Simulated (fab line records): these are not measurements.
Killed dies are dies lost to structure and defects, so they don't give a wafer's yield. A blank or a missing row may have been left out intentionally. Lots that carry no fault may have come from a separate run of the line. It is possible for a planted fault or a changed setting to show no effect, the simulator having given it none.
Which of the tools did it? | flow sky130 | 12 lots, 35 wafers sampled, at 4 steps of a route of 708

WHAT THE GAUGES SHOWED, per wafer
SKY_LI_CONTACT_CD_MEAS_12 targets a cd of 170 nm. Usual: cd nm reads 170.0 nm (standard deviation 1.1).
lot  | measured     | on        | cd nm (nm)        | flag
L409 | day 29 04:58 | cd sem-02 | 169.8 170.6 169.5 |
L411 | day 29 18:25 | cd sem-01 | 169.4 169.4 169.1 |
L412 | day 30 04:58 | cd sem-01 | 171.4 170.6 170.8 |
L413 | day 30 21:26 | cd sem-01 | 169.9 170.7 170.2 |
L414 | day 32 01:04 | cd sem-02 | 169.7 170.9 169.9 |
L417 | day 32 07:30 | cd sem-02 | 170.3 169.3 169.6 |
L419 | day 33 01:32 | cd sem-01 | 170.8 170.3 170.9 |
L420 | day 33 09:14 | cd sem-01 | 170.3 166.3       |
L421 | day 33 11:20 | cd sem-02 | 163.8 168.8 167.7 |
L427 | day 35 16:58 | cd sem-01 | 170.1 171.1 168.8 |
L428 | day 35 23:10 | cd sem-01 | 171.8 171.6 170.9 |
L431 | day 36 08:34 | cd sem-02 | 171.5 171.0 170.0 |

SKY_LOCAL_INTERCONNECT_OVL_MEAS_12. Usual: LOCAL_INTERCONNECT_OVL -1 nm, standard deviation 6.3.
lot  | measured     | on         | LOCAL_INTERCONNECT_OVL (nm) | flag
L409 | day 30 10:47 | overlay-01 | 2 -5 -2                     |
L411 | day 30 23:47 | overlay-02 | 1 -2 -4                     |
L412 | day 31 10:34 | overlay-01 | -8 -10 -2                   |
L413 | day 32 02:59 | overlay-02 | 10 4 12                     |
L414 | day 33 05:51 | overlay-02 | 4 6 2                       |
L417 | day 33 11:30 | overlay-02 | -4 0 0                      |
L419 | day 34 05:10 | overlay-01 | 6 4 -1                      |
L420 | day 34 13:13 | overlay-02 | 6 6                         |
L421 | day 34 14:49 | overlay-02 | -5 -3 0                     |
L427 | day 36 19:28 | overlay-02 | -3 -14 -4                   |
L428 | day 37 03:20 | overlay-01 | 5 -3 -5                     |
L431 | day 37 11:54 | overlay-01 | -11 -12 -17                 |

TOOL THAT RAN EACH LOT (tool first, then ch and the chambers of the sampled wafers, then the start)
lot  | SKY_LI_CONTACT_EXPOSE_09          | SKY_LI_CONTACT_ETCH_15
L409 | krf scanner-01 ch 0, day 28 14:26 | rie diel-04 ch 0,1,3, day 29 05:09
L411 | krf scanner-02 ch 0, day 29 05:25 | rie diel-02 ch 0,1, day 29 18:33
L412 | krf scanner-02 ch 0, day 29 15:43 | rie diel-01 ch 0,1,2, day 30 05:08
L413 | krf scanner-02 ch 0, day 30 08:07 | rie diel-02 ch 0,1,3, day 30 21:38
L414 | krf scanner-02 ch 0, day 31 11:17 | rie diel-04 ch 0,2, day 32 01:14
L417 | krf scanner-02 ch 0, day 31 18:32 | rie diel-04 ch 0,1,3, day 32 07:41
L419 | krf scanner-01 ch 0, day 32 12:28 | rie diel-02 ch 0,2,3, day 33 01:44
L420 | krf scanner-02 ch 0, day 32 20:31 | rie diel-01 ch 0,1, day 33 09:24
L421 | krf scanner-02 ch 0, day 32 22:28 | rie diel-02 ch 0,1,3, day 33 11:29
L427 | krf scanner-02 ch 0, day 35 03:55 | rie diel-01 ch 1,2,3, day 35 17:08
L428 | krf scanner-01 ch 0, day 35 10:28 | rie diel-04 ch 0,2,3, day 35 23:22
L431 | krf scanner-02 ch 0, day 35 20:32 | rie diel-01 ch 0,1,3, day 36 08:46
- SKY_LI_CONTACT_EXPOSE_09: exposes mask LICM1, target cd 170 nm.
- SKY_LI_CONTACT_ETCH_15: etches PSG in C4F8/O2/Ar, stops on Si, target depth 600 nm.

AS READ BY THE TOOLS THEMSELVES (means over the sampled wafers that have a number; for cases with no such wafer, the mark the record gives instead)
SKY_LI_CONTACT_EXPOSE_09. Usual: focus offset nm reads 0.0 nm (standard deviation 0.55).
lot  | tool           | focus offset nm (nm) | flag
L409 | krf scanner-01 | 0.1                  |
L411 | krf scanner-02 | 0.2                  |
L412 | krf scanner-02 | 0.3                  |
L413 | krf scanner-02 | 0.4                  |
L414 | krf scanner-02 | -0.3                 |
L417 | krf scanner-02 | 0.8                  |
L419 | krf scanner-01 | -0.5                 |
L420 | krf scanner-02 | 0.8                  |
L421 | krf scanner-02 | -0.2                 |
L427 | krf scanner-02 | -0.4                 |
L428 | krf scanner-01 | 0.2                  |
L431 | krf scanner-02 | -0.1                 |

SKY_LI_CONTACT_ETCH_15. Usual: oes product au reads 0.837 a.u. (standard deviation 0.0048).
lot  | tool        | oes product au (a.u.) | flag
L409 | rie diel-04 | 0.840                 |
L411 | rie diel-02 | 0.841                 |
L412 | rie diel-01 | 0.837                 |
L413 | rie diel-02 | 0.829                 |
L414 | rie diel-04 | 0.836                 |
L417 | rie diel-04 | 0.838                 |
L419 | rie diel-02 | 0.836                 |
L420 | rie diel-01 | 0.833                 |
L421 | rie diel-02 | 0.836                 |
L427 | rie diel-01 | 0.837                 |
L428 | rie diel-04 | 0.833                 |
L431 | rie diel-01 | 0.834                 |

THE ANSWER, worked out from the rows above alone
Rule: a lot is off if the mean of its wafers that have a number lies more than 3 standard deviations from the usual mean. A lot without any number at a reading at which 4 lots or more have one is off too. All remaining lots with rows at the step are treated as sound. First the gauges in route order, then the tools' own readings, where a lot's mean is used as printed above. The first step at which some lot is off is used, and at that step the reading that is off furthest; a lot without a number counts as furthest.
No lot is off at any reading shown: from this, nothing can be told.

WHAT THE SIMULATOR HAD PUT IN
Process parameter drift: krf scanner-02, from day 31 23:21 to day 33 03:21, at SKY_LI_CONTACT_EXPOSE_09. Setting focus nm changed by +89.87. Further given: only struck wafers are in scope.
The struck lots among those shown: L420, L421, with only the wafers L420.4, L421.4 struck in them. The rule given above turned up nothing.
